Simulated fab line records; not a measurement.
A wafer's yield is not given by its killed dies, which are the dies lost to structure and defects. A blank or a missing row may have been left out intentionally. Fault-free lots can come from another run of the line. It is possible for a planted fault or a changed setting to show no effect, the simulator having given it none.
fab line records / flow sky130
record lots=4 wafers=12 last-day=50
route steps=708 shown METAL4@627 VIA4@639 METAL5@661 PAD_OPEN@708
lots untouched by any fault: they come from a run of this same line in which no faults occurred
start-h: hours from the record's opening day to when the first of the lot's shown wafers began / wait-h: hours since the lot's step before / " same as the row above / L1.1+2: a single row standing in for several wafers / - no value present, or no start provided / * or withheld: withheld / < > ~ a bound
route shown NAME@n: names a module that has steps shown in the file, with the first one's number in the route / usual: mean and standard deviation over wafers with no fault / same: alike in all rows / chamber/n: place in a boat / sites: readings site by site / _std_site: standard deviation of those values / _edge_site: outer sites' mean less inner sites' / radius-mm: for every site, how far away it sits from the centre of the wafer / mask NAME#n: copy n / behind: the tool/chamber that last shaped the wafer / hold: cause of the lot's hold/its duration in hours/its outcome / device: which transistor (n, p or np) failed to switch / end of line: at the end of the route, the tests of the same wafers / for a step that has no rows: nothing shown but its recipe / killed: not the wafer's yield, but the dies lost to structure and defects at the first sort / map: dies across one wafer; x = killed, . = not, _ = none there
set.NAME: setting as actually run; set.NAME@STEP: the setting as run at that earlier step / model.NAME: the simulator's own value behind a step, which no gauge read
a table for each step, a row for each wafer; lots at some steps of the route
## steps
# step SKY_METAL4_PEB_11
# recipe peb-temp-c=withheld peb-time-s=withheld resist=KrF-thick
# step SKY_METAL4_DEVELOP_12
# recipe develop-time-s=60 resist=KrF-thick dev-temp-c=21
# step SKY_METAL4_DESCUM_15
# recipe chemistry=O2 source-power-w=150 bias-power-w=0 pressure-mtorr=10 temp-c=40 time-s=8
# step SKY_METAL4_ETCH_16
# recipe chemistry=N2/H2 target=BARC ion-energy-ev=200 bias-w=100 pressure-mtorr=30 n2-flow-sccm=100 h2-flow-sccm=200 icp-w=500 stop-on=SiO2 time-s=88.2 target-depth-a=600
# step SKY_METAL4_ETCH_17
# recipe target=SiO2 stop-on=TiN chemistry=C4F8/O2/Ar source-w=1500 bias-w=1200 pressure-mtorr=40 c4f8-flow-sccm=withheld O2_flow_sccm=6 Ar_flow_sccm=300 time-s=3.9 target-depth-a=150
# step SKY_METAL4_METAL_ETCH_18
# recipe target-depth-a=8450 stop-on=SiO2 over-etch-frac=0.3 time-s=183.1 chemistry=Cl2/BCl3 resist-sidewall-deg=88 pressure-mtorr=10 icp-w=900 bias-w=48.5 Cl2_flow_sccm=60 bcl3-flow-sccm=30
# step SKY_METAL4_STRIP_19
# recipe chemistry=O2/N2 power-w=1400 pressure-mtorr=1500 platen-temp-c=withheld o2-flow-sccm=3000 n2-flow-sccm=300 overash-fraction=0.5
# step SKY_METAL4_STRIP_20
# recipe chemistry=post-etch-residue-remover time-s=1200 temp-c=72.5
# step SKY_METAL4_CLEAN_21
# recipe chemistry=IPA time-s=180 temp-c=25
# step SKY_METAL4_CLEAN_22
# recipe chemistry=O3/DIW dry=n2-spin
# step SKY_VIA4_HDPCVD_00
# recipe material=SiO2 target-thk-nm=1750 sigma-open-frac=0.3 time-s=291.7 temp-c=400 sih4-flow-sccm=60 pressure-mtorr=6
# usual sih4-flow-sccm=60.00/0.18
lot.wafer=L416.2 tool=hdpcvd-01 chamber=1 start-h=1028.22 wait-h=0.0 sih4-flow-sccm=60.04
lot.wafer=L416.3 tool=hdpcvd-01 chamber=2 start-h=1028.22 wait-h=0.0 sih4-flow-sccm=60.34
lot.wafer=L416.6 tool=hdpcvd-01 chamber=1 start-h=1028.22 wait-h=0.0 sih4-flow-sccm=60.01
lot.wafer=L417.2 tool=hdpcvd-01 chamber=0 start-h=1052.98 wait-h=0.0 sih4-flow-sccm=60.09
lot.wafer=L417.4 tool=hdpcvd-01 chamber=0 start-h=1052.98 wait-h=0.0 sih4-flow-sccm=60.16
lot.wafer=L417.6 tool=hdpcvd-01 chamber=1 start-h=1052.98 wait-h=0.0 sih4-flow-sccm=60.00
lot.wafer=L423.3 tool=hdpcvd-02 chamber=0 start-h=1084.68 wait-h=0.0 sih4-flow-sccm=59.99
lot.wafer=L423.4 tool=hdpcvd-02 chamber=0 start-h=1084.68 wait-h=0.0 sih4-flow-sccm=60.01
lot.wafer=L423.5 tool=hdpcvd-02 chamber=2 start-h=1084.68 wait-h=0.0 sih4-flow-sccm=60.18
lot.wafer=L434.3 tool=hdpcvd-01 chamber=0 start-h=1123.33 wait-h=0.0 sih4-flow-sccm=59.86
lot.wafer=L434.4 tool=hdpcvd-01 chamber=2 start-h=1123.33 wait-h=0.0 sih4-flow-sccm=59.86
lot.wafer=L434.5 tool=hdpcvd-01 chamber=0 start-h=1123.33 wait-h=0.0 sih4-flow-sccm=59.75
# step SKY_VIA4_CMP_02
# recipe material=SiO2 down-force-psi=4 platen-rpm=60 pad-velocity-m-s=0.94248
# step SKY_VIA4_DEHYDRATE_04
# recipe temp-c=200 time-s=60
# step SKY_VIA4_HMDS_05
# recipe prime-time-s=60 prime-temp-c=120
# step SKY_VIA4_COAT_06
# recipe resist=NOVOLAK spin-rpm=3000 resist-thk-nm=1140
# step SKY_VIA4_SOFTBAKE_07
# recipe temp-c=90 time-s=60 resist=NOVOLAK
# step SKY_VIA4_EXPOSE_08
# recipe mask-id=VIM4 na=0.6 source-shape=conventional sigma-outer=0.6 polarization=unpolarized target-cd-nm=800 dose-mj=132
# step SKY_VIA4_PEB_09
# recipe temp-c=withheld time-s=* resist=NOVOLAK
# step SKY_VIA4_DEVELOP_10
# recipe resist=NOVOLAK developer=TMAH develop-time-s=60 dev-temp-c=23
# step SKY_VIA4_ETCH_12
# recipe target=SiO2 chemistry=C4F8/O2/Ar stop-on=TiN mask-material=NOVOLAK source-w=1500 bias-w=1200 pressure-mtorr=40 c4f8-flow-sccm=withheld O2_flow_sccm=6 Ar_flow_sccm=300 time-s=withheld target-depth-a=5800
# step SKY_VIA4_STRIP_13
# recipe chemistry=O2/N2 power-w=1400 pressure-mtorr=1500 platen-temp-c=withheld o2-flow-sccm=3000 n2-flow-sccm=300 overash-fraction=0.5
# step SKY_VIA4_STRIP_14
# recipe chemistry=post-etch-residue-remover time-s=1200 temp-c=72.5
# step SKY_VIA4_CLEAN_15
# recipe chemistry=IPA time-s=180 temp-c=25
# step SKY_VIA4_CLEAN_16
# recipe chemistry=O3/DIW dry=n2-spin
# step SKY_VIA4_SPUTTER_17
# recipe material=TiN target-thk-nm=20 chamber-pressure-pa=5 power-w=4000 time-s=80
# step SKY_VIA4_CVD_18
# recipe material=W target-thk-nm=505 time-s=152.14 temp-c=400 pressure-torr=40
# step SKY_VIA4_CMP_21
# recipe stop-on=SiO2 t-overpolish-s=25 down-force-psi=3.5 platen-rpm=60 target-thk-nm=0 pad-velocity-m-s=0.94248
# step SKY_METAL5_SPUTTER_00
# recipe material=Ti target-thk-nm=15 power-w=3000 time-s=10 chamber-pressure-pa=0.4
# step SKY_METAL5_SPUTTER_01
# recipe material=TiN target-thk-nm=20 power-w=6500 time-s=16.7 chamber-pressure-pa=0.4
# step SKY_METAL5_SPUTTER_02
# recipe material=AlCu target-thk-nm=1150 power-w=10600 time-s=61.2 chamber-pressure-pa=0.4
# step SKY_METAL5_SPUTTER_03
# recipe material=Ti target-thk-nm=5 power-w=3000 time-s=3.3 chamber-pressure-pa=0.4
# step SKY_METAL5_SPUTTER_04
# recipe material=TiN target-thk-nm=70 power-w=6500 time-s=58.3 chamber-pressure-pa=0.4
# step SKY_METAL5_DEHYDRATE_07
# recipe temp-c=200 time-s=60
# step SKY_PAD_OPEN_PROBE_99
# usual defect-limited-yield=82.3/1.8 killed_at_M0_to_M3=44/6.9 killed_at_M4_up=3.3/1.7 killed-at-contacts=24/5.5 killed-at-front-end=16/4.5 killed-at-other=0.2/0.46 killed-dies=87/9.1 killed-open=48/7.3 killed-short=39/6.2 sort_bin_3_pad_short=0.9/0.4 sort_bin_5_function=10.4/1.5 sort_bin_6_memory=6.4/1.2 sort-n-pass=405/9.1 sort-yield-pct=82.3/1.8
# same gross-dies=492 killed-at-back-side=0 sort_bin_4_leakage[%]=0 sort_bin_8_speed[%]=0
lot.wafer=L416.2 tool=prober-01 chamber=- start-h=1118.42 wait-h=0.1 defect-limited-yield[%]=69.7 killed_at_M0_to_M3=50 killed_at_M4_up=70 killed-at-contacts=17 killed-at-front-end=12 killed-at-other=0 killed-dies=149 killed-open=36 killed-short=41 sort_bin_3_pad_short[%]=5.7 sort_bin_5_function[%]=16.3 sort_bin_6_memory[%]=8.3 sort-n-pass=343 sort-yield-pct[%]=69.7 model.etest.tester.sort-n-pass=343 model.etest.tester.sort-yield-pct=69.72 model.etest.tester.sort_bin_5_pct=16.26 model.etest.tester.sort_bin_3_pct=5.691
lot.wafer=L416.3 tool=prober-01 chamber=- start-h=1118.47 wait-h=0.2 defect-limited-yield[%]=78.7 killed_at_M0_to_M3=40 killed_at_M4_up=26 killed-at-contacts=21 killed-at-front-end=18 killed-at-other=0 killed-dies=105 killed-open=47 killed-short=35 sort_bin_3_pad_short[%]=2.4 sort_bin_5_function[%]=12.6 sort_bin_6_memory[%]=6.3 sort-n-pass=387 sort-yield-pct[%]=78.7 model.etest.tester.sort-n-pass=387 model.etest.tester.sort-yield-pct=78.66 model.etest.tester.sort_bin_5_pct=12.6 model.etest.tester.sort_bin_3_pct=2.439
lot.wafer=L416.6 tool=prober-01 chamber=- start-h=1118.62 wait-h=0.2 defect-limited-yield[%]=67.1 killed_at_M0_to_M3=43 killed_at_M4_up=69 killed-at-contacts=31 killed-at-front-end=19 killed-at-other=0 killed-dies=162 killed-open=54 killed-short=39 sort_bin_3_pad_short[%]=5.5 sort_bin_5_function[%]=19.7 sort_bin_6_memory[%]=7.7 sort-n-pass=330 sort-yield-pct[%]=67.1 model.etest.tester.sort-n-pass=330 model.etest.tester.sort-yield-pct=67.07 model.etest.tester.sort_bin_5_pct=19.72 model.etest.tester.sort_bin_3_pct=5.488
lot.wafer=L417.2 tool=prober-02 chamber=- start-h=1142.17 wait-h=0.1 defect-limited-yield[%]=79.9 killed_at_M0_to_M3=42 killed_at_M4_up=26 killed-at-contacts=20 killed-at-front-end=11 killed-at-other=0 killed-dies=99 killed-open=39 killed-short=36 sort_bin_3_pad_short[%]=2.6 sort_bin_5_function[%]=11.8 sort_bin_6_memory[%]=5.7 sort-n-pass=393 sort-yield-pct[%]=79.9 model.etest.tester.sort-n-pass=393 model.etest.tester.sort-yield-pct=79.88 model.etest.tester.sort_bin_5_pct=11.79 model.etest.tester.sort_bin_3_pct=2.642
lot.wafer=L417.4 tool=prober-02 chamber=- start-h=1142.27 wait-h=0.2 defect-limited-yield[%]=75.4 killed_at_M0_to_M3=50 killed_at_M4_up=34 killed-at-contacts=23 killed-at-front-end=12 killed-at-other=2 killed-dies=121 killed-open=58 killed-short=33 sort_bin_3_pad_short[%]=2.2 sort_bin_5_function[%]=13.4 sort_bin_6_memory[%]=8.9 sort-n-pass=371 sort-yield-pct[%]=75.4 model.etest.tester.sort-n-pass=371 model.etest.tester.sort-yield-pct=75.41 model.etest.tester.sort_bin_5_pct=13.41 model.etest.tester.sort_bin_3_pct=2.236
lot.wafer=L417.6 tool=prober-02 chamber=- start-h=1142.37 wait-h=0.2 defect-limited-yield[%]=71.1 killed_at_M0_to_M3=34 killed_at_M4_up=70 killed-at-contacts=16 killed-at-front-end=22 killed-at-other=0 killed-dies=142 killed-open=39 killed-short=36 sort_bin_3_pad_short[%]=3.9 sort_bin_5_function[%]=19.1 sort_bin_6_memory[%]=5.9 sort-n-pass=350 sort-yield-pct[%]=71.1 model.etest.tester.sort-n-pass=350 model.etest.tester.sort-yield-pct=71.14 model.etest.tester.sort_bin_5_pct=19.11 model.etest.tester.sort_bin_3_pct=3.862
lot.wafer=L423.3 tool=prober-02 chamber=- start-h=1170.03 wait-h=0.2 defect-limited-yield[%]=84.1 killed_at_M0_to_M3=41 killed_at_M4_up=2 killed-at-contacts=16 killed-at-front-end=19 killed-at-other=0 killed-dies=78 killed-open=39 killed-short=39 sort_bin_3_pad_short[%]=1.0 sort_bin_5_function[%]=9.6 sort_bin_6_memory[%]=5.3 sort-n-pass=414 sort-yield-pct[%]=84.1 model.etest.tester.sort-n-pass=414 model.etest.tester.sort-yield-pct=84.15 model.etest.tester.sort_bin_5_pct=9.553 model.etest.tester.sort_bin_3_pct=1.016
lot.wafer=L423.4 tool=prober-02 chamber=- start-h=1170.08 wait-h=0.2 defect-limited-yield[%]=81.1 killed_at_M0_to_M3=52 killed_at_M4_up=4 killed-at-contacts=23 killed-at-front-end=14 killed-at-other=0 killed-dies=93 killed-open=57 killed-short=36 sort_bin_3_pad_short[%]=1.0 sort_bin_5_function[%]=10.4 sort_bin_6_memory[%]=7.5 sort-n-pass=399 sort-yield-pct[%]=81.1 model.etest.tester.sort-n-pass=399 model.etest.tester.sort-yield-pct=81.1 model.etest.tester.sort_bin_5_pct=10.37 model.etest.tester.sort_bin_3_pct=1.016
lot.wafer=L423.5 tool=prober-02 chamber=- start-h=1170.13 wait-h=0.2 defect-limited-yield[%]=81.1 killed_at_M0_to_M3=44 killed_at_M4_up=3 killed-at-contacts=35 killed-at-front-end=11 killed-at-other=0 killed-dies=93 killed-open=45 killed-short=48 sort_bin_3_pad_short[%]=0 sort_bin_5_function[%]=10.4 sort_bin_6_memory[%]=8.5 sort-n-pass=399 sort-yield-pct[%]=81.1 model.etest.tester.sort-n-pass=399 model.etest.tester.sort-yield-pct=81.1 model.etest.tester.sort_bin_5_pct=10.37 model.etest.tester.sort_bin_3_pct=0
lot.wafer=L434.3 tool=prober-02 chamber=- start-h=1200.12 wait-h=0.2 defect-limited-yield[%]=83.1 killed_at_M0_to_M3=48 killed_at_M4_up=3 killed-at-contacts=25 killed-at-front-end=7 killed-at-other=0 killed-dies=83 killed-open=43 killed-short=40 sort_bin_3_pad_short[%]=0.4 sort_bin_5_function[%]=9.3 sort_bin_6_memory[%]=7.1 sort-n-pass=409 sort-yield-pct[%]=83.1 model.etest.tester.sort-n-pass=409 model.etest.tester.sort-yield-pct=83.13 model.etest.tester.sort_bin_5_pct=9.35 model.etest.tester.sort_bin_3_pct=0.4065
lot.wafer=L434.4 tool=prober-02 chamber=- start-h=1200.17 wait-h=0.2 defect-limited-yield[%]=82.1 killed_at_M0_to_M3=49 killed_at_M4_up=3 killed-at-contacts=23 killed-at-front-end=13 killed-at-other=0 killed-dies=88 killed-open=47 killed-short=41 sort_bin_3_pad_short[%]=1.6 sort_bin_5_function[%]=9.3 sort_bin_6_memory[%]=6.9 sort-n-pass=404 sort-yield-pct[%]=82.1 model.etest.tester.sort-n-pass=404 model.etest.tester.sort-yield-pct=82.11 model.etest.tester.sort_bin_5_pct=9.35 model.etest.tester.sort_bin_3_pct=1.626
lot.wafer=L434.5 tool=prober-02 chamber=- start-h=1200.22 wait-h=0.2 defect-limited-yield[%]=84.3 killed_at_M0_to_M3=46 killed_at_M4_up=3 killed-at-contacts=15 killed-at-front-end=13 killed-at-other=0 killed-dies=77 killed-open=38 killed-short=39 sort_bin_3_pad_short[%]=1.0 sort_bin_5_function[%]=9.8 sort_bin_6_memory[%]=4.9 sort-n-pass=415 sort-yield-pct[%]=84.3 model.etest.tester.sort-n-pass=415 model.etest.tester.sort-yield-pct=84.35 model.etest.tester.sort_bin_5_pct=9.756 model.etest.tester.sort_bin_3_pct=1.016
# killed by level:class
L416.2 VIA4:unspecified=69 VIA1:geometric-particle:open=13 METAL1:geometric-particle:short=6 FIELD_ISO:geometric-particle:short=5 LI_CONTACT:geometric-particle:open=5 CONTACT:geometric-particle:open=5 VIA1:geometric-particle:short=5 METAL2:geometric-particle:short=5
L416.3 VIA4:unspecified=23 VIA1:geometric-particle:open=10 LI_CONTACT:geometric-particle:open=7 VIA2:geometric-particle:open=6 VIA3:geometric-particle:open=5 CONTACT:geometric-particle:open=5 METAL1:geometric-particle:short=5 FIELD_ISO:geometric-particle:short=4
L416.6 VIA4:unspecified=68 LI_CONTACT:geometric-particle:open=10 CONTACT:geometric-particle:open=8 VIA1:geometric-particle:open=8 VIA2:geometric-particle:open=6 VIA1:geometric-particle:short=6 LOCAL_INTERCONNECT:geometric-particle:short=5 CONTACT:geometric-particle:short=5
L417.2 VIA4:unspecified=22 VIA3:geometric-particle:open=8 CONTACT:geometric-particle:open=7 VIA1:geometric-particle:short=6 METAL1:geometric-particle:short=6 VIA1:geometric-particle:open=6 METAL2:geometric-particle:short=6 LI_CONTACT:geometric-particle:open=5
L417.4 VIA4:unspecified=29 VIA1:geometric-particle:open=14 CONTACT:geometric-particle:open=12 VIA3:geometric-particle:open=9 VIA1:geometric-particle:short=6 LI_CONTACT:geometric-particle:open=5 METAL1:geometric-particle:short=4 METAL2:geometric-particle:short=4
L417.6 VIA4:unspecified=67 METAL2:geometric-particle:short=7 VIA1:geometric-particle:open=7 VIA2:geometric-particle:open=7 FIELD_ISO:geometric-particle:short=6 LI_CONTACT:geometric-particle:open=6 FIELD_ISO:geometric-particle:open=5 POLY_GATE:geometric-particle:short=5
L423.3 VIA1:geometric-particle:open=10 VIA3:geometric-particle:open=7 VIA3:geometric-particle:short=6 CONTACT:geometric-particle:short=6 FIELD_ISO:geometric-particle:open=5 POLY_GATE:geometric-particle:short=5 CONTACT:geometric-particle:open=5 FIELD_ISO:geometric-particle:short=4
L423.4 CONTACT:geometric-particle:open=9 VIA1:geometric-particle:open=9 VIA3:geometric-particle:open=7 METAL2:geometric-particle:short=7 VIA1:geometric-particle:short=6 VIA2:geometric-particle:open=6 LI_CONTACT:geometric-particle:open=5 FIELD_ISO:geometric-particle:open=4
L423.5 CONTACT:geometric-particle:open=12 LI_CONTACT:geometric-particle:open=9 VIA1:geometric-particle:short=8 VIA2:geometric-particle:open=6 LOCAL_INTERCONNECT:geometric-particle:short=6 VIA1:geometric-particle:open=6 POLY_GATE:geometric-particle:short=5 VIA2:geometric-particle:short=5
L434.3 VIA1:geometric-particle:open=12 VIA2:geometric-particle:open=8 VIA3:geometric-particle:open=7 LOCAL_INTERCONNECT:geometric-particle:short=7 CONTACT:geometric-particle:short=6 LI_CONTACT:geometric-particle:open=5 METAL3:geometric-particle:short=5 VIA1:geometric-particle:short=4
L434.4 METAL1:geometric-particle:short=8 VIA1:geometric-particle:open=8 CONTACT:geometric-particle:open=7 VIA2:geometric-particle:open=7 VIA3:geometric-particle:open=7 LOCAL_INTERCONNECT:geometric-particle:short=6 VIA1:geometric-particle:short=5 POLY_GATE:geometric-particle:open=4
L434.5 VIA1:geometric-particle:open=10 VIA3:geometric-particle:open=8 CONTACT:geometric-particle:open=7 VIA3:geometric-particle:short=7 VIA1:geometric-particle:short=6 POLY_GATE:geometric-particle:short=5 METAL2:geometric-particle:short=3 METAL4:geometric-particle:short=3
# map L416.6 (x killed, . not)
__________.x...x...._________
________..xxxx....xx.._______
______x...x.x..x........_____
_____.....xx....x......x.____
____..x.x.xxx.xx..........___
___x.xxxxxxxxxx.....x..xxx.__
__.x.xxxxxxxxxx.......x..x.._
_...x.xxxxxxxxxxx.xx..x....x.
_...x..xxxxxxxxx.....x.x.....
_.....xxxxxxxxxx..x.......x..
_xx...xxxxxxx.xx.........x...
_........xxx..xx...x....x.x..
_...x......xx........xx..x.x.
_xx...x.xx..........x.xxx..x.
_.........x.x...x.xx.........
__....x..xx.x....x.x...x...._
___x.......x..x..x.x....x.x__
____..xx..................___
_____xx.x................____
______x....x....xxx....x_____
________........x...x._______
__________x...x....._________
# map L417.6 (x killed, . not)
__________....x.x..._________
________..x.xx........_______
______..xx..x..........x_____
_____...x..x......x......____
____...xxxxxxx.x..x..x....___
___..xxxxxxxxxx...........x__
__.x.xxxxxxxxxxxx..x....x..._
_..xxxxxxxxxxxxx.x.xx.x.....x
_.....xxxxxxxxxx......x......
_xx...xxxxxxxxxxxx.......x...
_.x.xxx.xxxxx.xx...x..x.....x
_....xx..xxxx.....x......xx..
_...........x..xx........x..x
_...x.x..x.......x...........
_....x.x........x............
__x...........x.......x...x._
___.....x.....x.x..........__
____.................x....___
_____.........x....x.....____
______...x.............._____
________.........x.x.x_______
__________...x......_________
## key
first-sign step=SKY_PAD_OPEN_PROBE_99 reading=killed_at_M4_up direction=up sigmas=27 usual=3.3 struck=49.2
effect step=SKY_PAD_OPEN_PROBE_99 reading=sort_bin_3_pad_short direction=up sigmas=7.1 usual=0.9 struck=3.7
model-effect step=SKY_PAD_OPEN_PROBE_99 value=etest.tester.sort-n-pass without=402 struck=362.3
met-at SKY_VIA4_HDPCVD_00
struck-wafers L416.2,L416.3,L416.6,L417.2,L417.4,L417.6
fault kind=chamber-particle-source tool=hdpcvd-01 chamber=- onset-h=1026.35 steps=SKY_VIA4_HDPCVD_00 rate-per-visit-cm2=1.8979 end-h=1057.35
